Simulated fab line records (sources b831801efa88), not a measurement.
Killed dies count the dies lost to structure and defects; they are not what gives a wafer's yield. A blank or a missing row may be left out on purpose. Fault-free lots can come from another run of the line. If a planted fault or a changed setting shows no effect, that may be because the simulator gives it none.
fab line records | flow sky130
record lots=5 wafers=15 last-day=50
route steps=708 shown PWDE@48 NWELL@56 PAD_OPEN@708
lots that met no fault: taken from a fault-free run of the same line
start-h: hours from the record's opening day to when the first of the lot's shown wafers began | wait-h: time in hours since the lot's previous step | " the same as in the row above | L1.1+2: a row that stands for several wafers | - no value, or no start given | * or withheld: withheld | < > ~ a bound
route shown NAME@n: a module of which the file shows steps, and the number in the route of the first | usual: average and standard deviation across the fault-free wafers | same: alike in all rows | chamber/n: place in a boat | sites: per-site readings | _std_site: standard deviation of those values | _edge_site: mean of outer sites minus mean of inner sites | radius-mm: how far each site lies from the wafer's centre | mask NAME#n: copy n | behind: the most recent tool/chamber to have shaped the wafer | hold: cause of the lot's hold/its duration in hours/its outcome | device: names the non-switching transistor (n, p or np) | end of line: at the end of the route, the tests of the same wafers | a step with no rows: only its recipe | killed: count of dies lost to structure and defects at first sort (not the wafer's yield) | map: per-die view of a wafer (x killed, . not killed, _ where there is no die)
set.NAME: the setting the step ran with; set.NAME@STEP: the setting that earlier step ran with | model.NAME: the simulator's own value behind a step, which no gauge read
lots seen at some steps along the route; tables by step, rows by wafer
services: from which hour (start-h, from the record's first day; less than 0 if before it) a tool's chamber was out of use, for how many hours, and why
## steps
# step SKY_PWDE_SOFTBAKE_03
# recipe temp-c=110 time-s=withheld
# step SKY_PWDE_EXPOSE_04
# recipe mask-id=PWDEM na=0.6 source-shape=conventional sigma-outer=0.6 polarization=unpolarized target-cd-nm=840 dose-mj=214
# step SKY_PWDE_PEB_05
# recipe temp-c=115 time-s=withheld
# step SKY_PWDE_DEVELOP_06
# recipe wall-angle-deg=90 developer=TMAH develop-time-s=60 dev-temp-c=23
# step SKY_PWDE_OVL_MEAS_07
# usual PWDE_OVL=0.7/1.6
# columns lot.wafer tool chamber start-h wait-h PWDE_OVL[nm]
L268.2 overlay-02 - 79.27 - 4.6
L268.3 " - " " 3.8
L268.6 " - " " 1.3
L269.4 overlay-01 - 89.18 - -1.3
L269.5 " - " " -0.2
L269.6 " - " " -1.1
L276.1 overlay-01 - 125.51 - 2.8
L276.3 " - " " 2.1
L276.6 " - " " 3.3
L287.1 overlay-02 - 195.86 - 0.9
L287.3 " - " " -1.1
L287.4 " - " " 0.4
L286.2 overlay-01 - 195.98 - 1.5
L286.3 " - " " 0.4
L286.6 " - " " 0.7
# step SKY_PWDE_IMPLANT_08
# recipe species=B energy-kev=150 dose-cm2=3.6e+12 tilt-deg=withheld
# step SKY_PWDE_STRIP_09
# recipe chemistry=O2/N2 power-w=1400 pressure-mtorr=1500 platen-temp-c=withheld o2-flow-sccm=3000 n2-flow-sccm=300 overash-fraction=0.5
# usual drypump-motor-current-A=5.6/0.55 o2-flow-sccm=2998/8.5 oes-product-au=0.723/0.0043 strip-time-to-endpoint-s=37.03/0.077
# columns lot.wafer tool chamber start-h wait-h drypump-motor-current-A o2-flow-sccm oes-product-au rf-hours-counter-h strip-time-to-endpoint-s
L268.2 plasma-asher-04 0 79.45 0.1 6.6 2986 0.717 27 37.12
L268.3 " 0 " " 6.6 2994 0.725 - 37.09
L268.6 " 0 " " 6.7 2995 0.724 - 37.02
L269.4 plasma-asher-03 0 89.38 0.1 6.1 2994 0.726 - 36.93
L269.5 " 0 " " 6.1 2990 0.721 - 36.89
L269.6 " 1 " " 5.1 3003 0.723 - 36.97
L276.1 plasma-asher-04 0 125.70 0.1 6.6 2990 0.728 31 36.99
L276.3 " 0 " " 6.6 3008 0.726 - 36.96
L276.6 " 0 " " 6.6 3003 0.720 - 37.10
L287.1 plasma-asher-04 0 196.05 0.1 6.6 3002 0.720 37 37.00
L287.3 " 0 " " 6.6 3013 0.725 - 37.03
L287.4 " 1 " " 5.4 2999 0.720 - 37.03
L286.2 plasma-asher-01 1 196.16 0.1 5.0 3007 0.731 52 37.13
L286.3 " 1 " " 5.0 3011 0.720 - 37.03
L286.6 " 1 " " 5.0 3012 0.721 - 36.97
# step SKY_PWDE_TW_MEAS_10
# usual PWDE_TW=372/4.2
# columns lot.wafer tool chamber start-h wait-h PWDE_TW
L268.2 film-metro-03 - 79.56 0.1 376
L268.3 " - " " 376
L268.6 " - " " 374
L269.4 film-metro-04 - 89.48 0.1 367
L269.5 " - " " 369
L269.6 " - " " 368
L276.1 film-metro-02 - 125.80 0.1 374
L276.3 " - " " 373
L276.6 " - " " 374
L287.1 film-metro-04 - 196.15 0.1 371
L287.3 " - " " 369
L287.4 " - " " 369
L286.2 film-metro-02 - 196.27 0.1 370
L286.3 " - " " 370
L286.6 " - " " 371
# step SKY_NWELL_DEHYDRATE_03
# recipe temp-c=200 time-s=60
# step SKY_NWELL_HMDS_04
# recipe prime-time-s=60 prime-temp-c=120
# step SKY_NWELL_COAT_05
# recipe spin-rpm=2000 resist-thk-nm=3000
# step SKY_NWELL_SOFTBAKE_06
# recipe temp-c=110 time-s=withheld
# step SKY_NWELL_EXPOSE_07
# recipe mask-id=NWM na=0.6 source-shape=conventional sigma-outer=0.6 polarization=unpolarized target-cd-nm=840 dose-mj=255
# usual focus-offset-nm=0.0/0.48
# columns lot.wafer tool chamber start-h wait-h mask focus-offset-nm
L268.2 iline-stepper-01 0 87.98 - NWM#0 0.1
L268.3 " 0 " " NWM#0 -0.1
L268.6 " 0 " " NWM#0 -0.3
L269.4 iline-stepper-02 0 97.97 - NWM#0 0.4
L269.5 " 0 " " NWM#0 0.6
L269.6 " 0 " " NWM#0 0.2
L276.1 iline-stepper-02 0 134.91 - NWM_COMPLEMENT#0 0.0
L276.3 " 0 " " NWM_COMPLEMENT#0 -0.8
L276.6 " 0 " " NWM_COMPLEMENT#0 -0.7
L287.1 iline-stepper-01 0 206.41 - NWM#0 0.5
L287.3 " 0 " " NWM#0 0.1
L287.4 " 0 " " NWM#0 0.7
L286.2 iline-stepper-01 0 206.68 - NWM#0 0.6
L286.3 " 0 " " NWM#0 0.0
L286.6 " 0 " " NWM#0 -0.1
# step SKY_NWELL_PEB_08
# recipe temp-c=115 time-s=withheld
# step SKY_NWELL_DEVELOP_09
# recipe wall-angle-deg=90 developer=TMAH develop-time-s=60 dev-temp-c=23
# step SKY_NWELL_OVL_MEAS_10
# usual NWELL_00_OVL=0.8/1.4
# columns lot.wafer tool chamber start-h wait-h NWELL_00_OVL[nm]
L268.2 overlay-01 - 96.02 - -1.0
L268.3 " - " " 0.0
L268.6 " - " " 0.7
L269.4 overlay-01 - 106.72 - -0.7
L269.5 " - " " -1.2
L269.6 " - " " 0.9
L276.1 overlay-01 - 144.80 - -
L276.3 " - " " -
L276.6 " - " " -
L287.1 overlay-02 - 216.80 - 2.0
L287.3 " - " " 1.8
L287.4 " - " " 2.1
L286.2 overlay-01 - 217.22 - 0.5
L286.3 " - " " -0.8
L286.6 " - " " 0.4
# step SKY_NWELL_IMPLANT_11
# recipe species=P energy-kev=400 dose-cm2=1.9e+13 tilt-deg=withheld
# step SKY_NWELL_IMPLANT_12
# recipe species=P energy-kev=120 dose-cm2=1.3e+12 tilt-deg=withheld
# step SKY_NWELL_IMPLANT_13
# recipe species=P energy-kev=50 dose-cm2=7e+11 tilt-deg=withheld
# step SKY_NWELL_STRIP_14
# recipe chemistry=O2/N2 power-w=1400 pressure-mtorr=1500 platen-temp-c=withheld o2-flow-sccm=3000 n2-flow-sccm=300 overash-fraction=0.5
# usual drypump-motor-current-A=5.8/0.47 o2-flow-sccm=3000/8.7 oes-product-au=0.722/0.0043 strip-time-to-endpoint-s=37.01/0.091
# columns lot.wafer tool chamber start-h wait-h drypump-motor-current-A o2-flow-sccm oes-product-au rf-hours-counter-h strip-time-to-endpoint-s
L268.2 plasma-asher-04 1 96.50 0.1 5.4 3006 0.721 29 37.20
L268.3 " 0 " " 6.6 2994 0.716 - 37.26
L268.6 " 1 " " 5.4 2994 0.725 - 37.33
L269.4 plasma-asher-02 1 107.22 0.1 5.8 2998 0.722 - 36.99
L269.5 " 0 " " 5.7 2994 0.725 - 37.01
L269.6 " 1 " " 5.8 2997 0.724 - 37.05
L276.1 plasma-asher-04 0 145.29 0.1 6.6 3001 0.718 33 36.98
L276.3 " 0 " " 6.6 2996 0.727 - 37.06
L276.6 " 1 " " 5.4 2994 0.714 - 37.07
L287.1 plasma-asher-02 1 217.29 0.1 5.8 3005 0.718 53 36.95
L287.3 " 0 " " 5.7 2979 0.725 - 37.00
L287.4 " 1 " " 5.8 2993 0.722 - 36.94
L286.2 plasma-asher-04 1 217.70 0.1 5.4 2990 0.726 40 36.93
L286.3 " 0 " " 6.6 2992 0.723 - 36.89
L286.6 " 0 " " 6.6 2996 0.719 - 36.95
# step SKY_NWELL_TW_MEAS_15
# usual NWELL_TW=1817/20
# columns lot.wafer tool chamber start-h wait-h NWELL_TW
L268.2 film-metro-02 - 96.61 0.1 1819
L268.3 " - " " 1806
L268.6 " - " " 1814
L269.4 film-metro-03 - 107.32 0.1 1839
L269.5 " - " " 1848
L269.6 " - " " 1843
L276.1 film-metro-02 - 145.39 0.1 30
L276.3 " - " " 30
L276.6 " - " " 30
L287.1 film-metro-02 - 217.39 0.1 1814
L287.3 " - " " 1816
L287.4 " - " " 1815
L286.2 film-metro-04 - 217.81 0.1 1801
L286.3 " - " " 1805
L286.6 " - " " 1802
# step SKY_NWELL_DEHYDRATE_16
# recipe temp-c=200 time-s=60
# step SKY_NWELL_HMDS_17
# recipe prime-time-s=60 prime-temp-c=120
# step SKY_NWELL_COAT_18
# recipe spin-rpm=2000 resist-thk-nm=3000
# step SKY_NWELL_SOFTBAKE_19
# recipe temp-c=110 time-s=withheld
# step SKY_NWELL_EXPOSE_20
# recipe mask-id=NWM_COMPLEMENT na=0.6 source-shape=conventional sigma-outer=0.6 polarization=unpolarized target-cd-nm=840 dose-mj=260
# step SKY_NWELL_PEB_21
# recipe temp-c=115 time-s=withheld
# step SKY_NWELL_DEVELOP_22
# recipe wall-angle-deg=90 developer=TMAH develop-time-s=60 dev-temp-c=23
# step SKY_NWELL_OVL_MEAS_23
# usual NWELL_01_OVL=-0.9/1.3
# columns lot.wafer tool chamber start-h wait-h NWELL_01_OVL[nm]
L268.2 overlay-02 - 114.92 - 0.3
L268.3 " - " " 0.2
L268.6 " - " " 1.0
L269.4 overlay-02 - 129.32 - 2.8
L269.5 " - " " -0.5
L269.6 " - " " -2.1
L276.1 overlay-01 - 165.11 - 2.8
L276.3 " - " " 0.6
L276.6 " - " " -0.1
L287.1 overlay-01 - 238.91 - -0.7
L287.3 " - " " -0.5
L287.4 " - " " -2.0
L286.2 overlay-02 - 240.11 - -0.5
L286.3 " - " " 0.3
L286.6 " - " " -1.3
# step SKY_NWELL_IMPLANT_24
# recipe species=B energy-kev=140 dose-cm2=9.2e+12 tilt-deg=withheld
# step SKY_NWELL_STRIP_25
# recipe chemistry=O2/N2 power-w=1400 pressure-mtorr=1500 platen-temp-c=withheld o2-flow-sccm=3000 n2-flow-sccm=300 overash-fraction=0.5
# usual drypump-motor-current-A=5.8/0.47 o2-flow-sccm=3001/9.4 oes-product-au=0.724/0.0046 strip-time-to-endpoint-s=37.00/0.12
# columns lot.wafer tool chamber start-h wait-h drypump-motor-current-A o2-flow-sccm oes-product-au rf-hours-counter-h strip-time-to-endpoint-s
L268.2 plasma-asher-02 0 115.10 0.1 5.7 2992 0.720 44 36.99
L268.3 " 1 " " 5.8 3004 0.720 - 37.02
L268.6 " 1 " " 5.8 3002 0.728 - 37.05
L269.4 plasma-asher-03 0 129.52 0.1 6.1 3022 0.724 - 36.98
L269.5 " 1 " " 5.1 2993 0.720 - 36.98
L269.6 " 0 " " 6.1 3009 0.731 - 37.04
L276.1 plasma-asher-03 1 165.30 0.1 5.1 2990 0.722 5 36.82
L276.3 " 1 " " 5.1 3007 0.726 - 36.83
L276.6 " 1 " " 5.1 2981 0.715 - 37.01
L287.1 plasma-asher-04 1 239.10 0.1 5.4 3008 0.726 42 37.03
L287.3 " 1 " " 5.4 3008 0.723 - 37.02
L287.4 " 0 " " 6.6 2996 0.724 - 37.06
L286.2 plasma-asher-02 0 240.29 0.1 5.7 3006 0.731 56 36.94
L286.3 " 0 " " 5.7 3000 0.720 - 36.92
L286.6 " 0 " " 5.7 2996 0.727 - 36.93
# step SKY_NWELL_TW_MEAS_26
# usual NWELL_2_TW=496/5.7
# columns lot.wafer tool chamber start-h wait-h NWELL_2_TW
L268.2 film-metro-02 - 115.21 0.1 496
L268.3 " - " " 494
L268.6 " - " " 496
L269.4 film-metro-04 - 129.62 0.1 487
L269.5 " - " " 484
L269.6 " - " " 488
L276.1 film-metro-02 - 165.40 0.1 1820
L276.3 " - " " 1825
L276.6 " - " " 1829
L287.1 film-metro-04 - 239.20 0.1 490
L287.3 " - " " 487
L287.4 " - " " 490
L286.2 film-metro-02 - 240.40 0.1 500
L286.3 " - " " 496
L286.6 " - " " 500
# step SKY_NWELL_CLEAN_27
# recipe chemistry=SC1/SC2 mix=1:4:20 temp-c=70 time-s=150 dry=n2-spin
# step SKY_PAD_OPEN_PROBE_99
# usual killed_at_M0_to_M3=43/6.6 killed_at_M4_up=3.0/1.8 killed-at-contacts=24/5.1 killed-at-front-end=16/4.5 killed-at-other=0.3/0.67 killed-dies=86/9.3 killed-on-rim=17/3.8 killed-open=47/6.9 killed-short=39/6.6
# same gross-dies=492 killed-at-back-side=0
# columns lot.wafer tool chamber start-h wait-h killed_at_M0_to_M3 killed_at_M4_up killed-at-contacts killed-at-front-end killed-at-other killed-dies killed-on-rim killed-open killed-short
L268.2 prober-02 - 1081.28 0.1 40 3 16 14 0 73 17 47 26
L268.3 prober-02 - 1081.33 0.2 32 2 22 12 0 68 9 36 30
L268.6 prober-02 - 1081.48 0.2 51 5 21 17 0 94 20 45 44
L269.5 prober-01 - 1095.59 0.2 41 4 33 16 1 95 17 45 49
L269.6 prober-01 - 1095.64 0.2 46 1 23 14 1 85 19 44 40
L276.1 prober-02 - 1134.69 0.1 39 3 24 426 0 492 96 40 35
L276.3 prober-02 - 1134.79 0.2 32 5 26 429 0 492 96 41 37
L276.6 prober-02 - 1134.94 0.2 41 1 29 421 0 492 96 48 38
L287.1 prober-02 - 1192.43 0.1 36 5 18 14 0 73 17 40 33
L287.3 prober-02 - 1192.53 0.2 32 3 25 17 1 78 18 37 41
L287.4 prober-02 - 1192.58 0.2 51 3 25 17 1 97 24 54 43
L286.2 prober-02 - 1195.18 0.1 43 1 22 21 0 87 22 48 38
L286.3 prober-02 - 1195.23 0.2 38 3 17 21 0 79 16 39 40
L286.6 prober-02 - 1195.38 0.2 57 3 19 16 0 95 16 55 40
# killed by level:class
L268.2 VIA1:geometric-particle:open=14 VIA3:geometric-particle:open=9 CONTACT:geometric-particle:open=5 FIELD_ISO:geometric-particle:open=4 LI_CONTACT:geometric-particle:open=4 LOCAL_INTERCONNECT:geometric-particle:short=4 FIELD_ISO:geometric-particle:short=3 POLY_GATE:geometric-particle:open=3
L268.3 LI_CONTACT:geometric-particle:open=7 CONTACT:geometric-particle:open=7 FIELD_ISO:geometric-particle:open=5 VIA1:geometric-particle:open=5 VIA2:geometric-particle:open=5 VIA3:geometric-particle:short=5 VIA2:geometric-particle:short=4 CONTACT:geometric-particle:short=4
L268.6 VIA1:geometric-particle:open=10 METAL1:geometric-particle:short=9 FIELD_ISO:geometric-particle:open=7 METAL2:geometric-particle:short=7 VIA3:geometric-particle:open=6 CONTACT:geometric-particle:open=6 LI_CONTACT:geometric-particle:open=5 CONTACT:geometric-particle:short=5
L269.5 CONTACT:geometric-particle:open=12 POLY_GATE:geometric-particle:short=10 LOCAL_INTERCONNECT:geometric-particle:short=8 VIA1:geometric-particle:open=8 LI_CONTACT:geometric-particle:open=7 METAL1:geometric-particle:short=7 VIA3:geometric-particle:open=6 METAL2:geometric-particle:short=5
L269.6 VIA1:geometric-particle:open=12 VIA2:geometric-particle:open=8 CONTACT:geometric-particle:open=8 VIA1:geometric-particle:short=7 CONTACT:geometric-particle:short=7 VIA3:geometric-particle:open=7 LOCAL_INTERCONNECT:geometric-particle:short=6 FIELD_ISO:geometric-particle:short=5
L276.1 NWELL:area-expose=416 METAL1:geometric-particle:short=9 LI_CONTACT:geometric-particle:open=8 VIA3:geometric-particle:open=7 CONTACT:geometric-particle:open=5 VIA1:geometric-particle:open=5 CONTACT:geometric-particle:short=4 METAL2:geometric-particle:short=4
L276.3 NWELL:area-expose=414 CONTACT:geometric-particle:open=9 VIA1:geometric-particle:open=9 LI_CONTACT:geometric-particle:open=8 POLY_GATE:geometric-particle:short=6 METAL1:geometric-particle:short=6 VIA2:geometric-particle:open=3 SPACER:geometric-particle:short=3
L276.6 NWELL:area-expose=406 CONTACT:geometric-particle:open=9 VIA1:geometric-particle:open=7 LOCAL_INTERCONNECT:geometric-particle:short=6 CONTACT:geometric-particle:short=6 METAL1:geometric-particle:open=6 FIELD_ISO:geometric-particle:open=5 LI_CONTACT:geometric-particle:open=5
L287.1 VIA3:geometric-particle:open=8 VIA1:geometric-particle:open=8 CONTACT:geometric-particle:open=7 METAL4:geometric-particle:short=5 VIA2:geometric-particle:short=5 FIELD_ISO:geometric-particle:open=4 LI_CONTACT:geometric-particle:open=4 FIELD_ISO:geometric-particle:short=3
L287.3 CONTACT:geometric-particle:open=8 FIELD_ISO:geometric-particle:short=7 FIELD_ISO:geometric-particle:open=6 LI_CONTACT:geometric-particle:open=6 VIA1:geometric-particle:open=6 CONTACT:geometric-particle:short=5 METAL2:geometric-particle:short=5 VIA1:geometric-particle:short=5
L287.4 VIA1:geometric-particle:open=16 VIA2:geometric-particle:open=8 LI_CONTACT:geometric-particle:open=7 CONTACT:geometric-particle:open=6 METAL1:geometric-particle:short=6 CONTACT:geometric-particle:short=5 POLY_GATE:geometric-particle:short=4 LI_CONTACT:geometric-particle:short=4
L286.2 CONTACT:geometric-particle:open=12 VIA1:geometric-particle:open=11 VIA2:geometric-particle:open=7 METAL2:geometric-particle:short=6 FIELD_ISO:geometric-particle:short=5 VIA3:geometric-particle:short=5 CONTACT:geometric-particle:short=4 VIA3:geometric-particle:open=4
L286.3 VIA1:geometric-particle:open=8 POLY_GATE:geometric-particle:open=6 LOCAL_INTERCONNECT:geometric-particle:short=6 METAL2:geometric-particle:short=6 FIELD_ISO:geometric-particle:short=5 POLY_GATE:geometric-particle:short=5 CONTACT:geometric-particle:open=5 VIA1:geometric-particle:short=5
L286.6 VIA1:geometric-particle:open=19 CONTACT:geometric-particle:open=10 VIA1:geometric-particle:short=9 FIELD_ISO:geometric-particle:short=6 METAL1:geometric-particle:short=6 VIA3:geometric-particle:open=6 POLY_GATE:geometric-particle:open=5 METAL2:geometric-particle:short=5
# map L276.1 (x killed, . not)
__________xxxxxxxxxx_________
________xxxxxxxxxxxxxx_______
______xxxxxxxxxxxxxxxxxx_____
_____xxxxxxxxxxxxxxxxxxxx____
____xxxxxxxxxxxxxxxxxxxxxx___
___xxxxxxxxxxxxxxxxxxxxxxxx__
__xxxxxxxxxxxxxxxxxxxxxxxxxx_
_xxxxxxxxxxxxxxxxxxxxxxxxxxxx
_xxxxxxxxxxxxxxxxxxxxxxxxxxxx
_xxxxxxxxxxxxxxxxxxxxxxxxxxxx
_xxxxxxxxxxxxxxxxxxxxxxxxxxxx
_xxxxxxxxxxxxxxxxxxxxxxxxxxxx
_xxxxxxxxxxxxxxxxxxxxxxxxxxxx
_xxxxxxxxxxxxxxxxxxxxxxxxxxxx
_xxxxxxxxxxxxxxxxxxxxxxxxxxxx
__xxxxxxxxxxxxxxxxxxxxxxxxxx_
___xxxxxxxxxxxxxxxxxxxxxxxx__
____xxxxxxxxxxxxxxxxxxxxxx___
_____xxxxxxxxxxxxxxxxxxxx____
______xxxxxxxxxxxxxxxxxx_____
________xxxxxxxxxxxxxx_______
__________xxxxxxxxxx_________
# map L269.5 (x killed, . not)
__________..x.....x._________
________.....x........_______
______........x....x...._____
_____...........x..x.....____
____..x.....x.x.....x..x..___
___.....x........x...x.....__
__x...x......x.x.x.....x...._
_.x........x..........x..x.x.
_.x.x..x..x...x...x..........
_.x....xx.x......x..x....x...
_xx....x..x............x.x...
_...xx.x......xxx.......xx.x.
_x..................x.x..x.x.
_.............x...x......x...
_.......x..x.x....x..........
__.xx..........x....x.....x._
___......................x.__
____.x.x.x.x.x.x.x..xx....___
_____....x.......x....xx.____
______x....x....x.xxx..x_____
________...........xx._______
__________.......x.._________
## services
# columns tool chamber start-h hours kind
plasma-asher-04 - 64.67 1.0 repair
iline-stepper-01 0 71.44 - calibration
iline-stepper-02 0 93.45 - calibration
plasma-asher-02 - 94.04 2.8 pm
plasma-asher-04 - 108.21 15.2 pm
plasma-asher-03 - 108.75 9.0 pm
plasma-asher-03 0 108.75 9.0 vent-cycle
plasma-asher-03 1 108.75 9.0 vent-cycle
plasma-asher-03 - 110.15 2.1 repair
iline-stepper-01 - 116.67 4.4 pm
plasma-asher-03 0 117.75 - clean
plasma-asher-03 1 117.75 - clean
plasma-asher-03 - 125.23 1.4 repair
iline-stepper-02 - 143.16 1.7 pm
plasma-asher-02 - 143.26 14.6 pm
iline-stepper-02 - 153.56 8.1 repair
plasma-asher-04 - 160.43 8.6 repair
iline-stepper-02 - 177.37 6.8 repair
iline-stepper-02 - 184.18 4.4 pm
plasma-asher-03 - 213.92 7.7 repair
plasma-asher-03 - 221.58 14.6 pm
## key
first-sign step=SKY_NWELL_EXPOSE_07 reading=mask direction=changed
effect step=SKY_NWELL_OVL_MEAS_10 reading=NWELL_00_OVL direction=missing
effect step=SKY_NWELL_TW_MEAS_15 reading=NWELL_TW direction=down sigmas=90 usual=1817 struck=30
effect step=SKY_NWELL_TW_MEAS_26 reading=NWELL_2_TW direction=up sigmas=99+ usual=496 struck=1825
effect step=SKY_PAD_OPEN_PROBE_99 reading=killed-at-front-end direction=up sigmas=90 usual=16 struck=425
more-kills-born-at SKY_NWELL_EXPOSE_07@iline-stepper-02=1236
met-at SKY_NWELL_EXPOSE_07
struck-wafers L276.1,L276.3,L276.6
tester-left-out L276
onset-between 97.97 134.91
fault kind=wrong-mask tool=any chamber=- onset-h=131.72 steps=SKY_NWELL_EXPOSE_07 aux-copy=NWM_COMPLEMENT#0 scope=struck-lots-only
# tester-left-out: of these lots the tester's yield and bins aren't shown, on N5 and GAA mostly nor the transistor test; their killed dies are dies lost to structure and defects alone, not to doping, threshold or leakage, so they don't give the yield
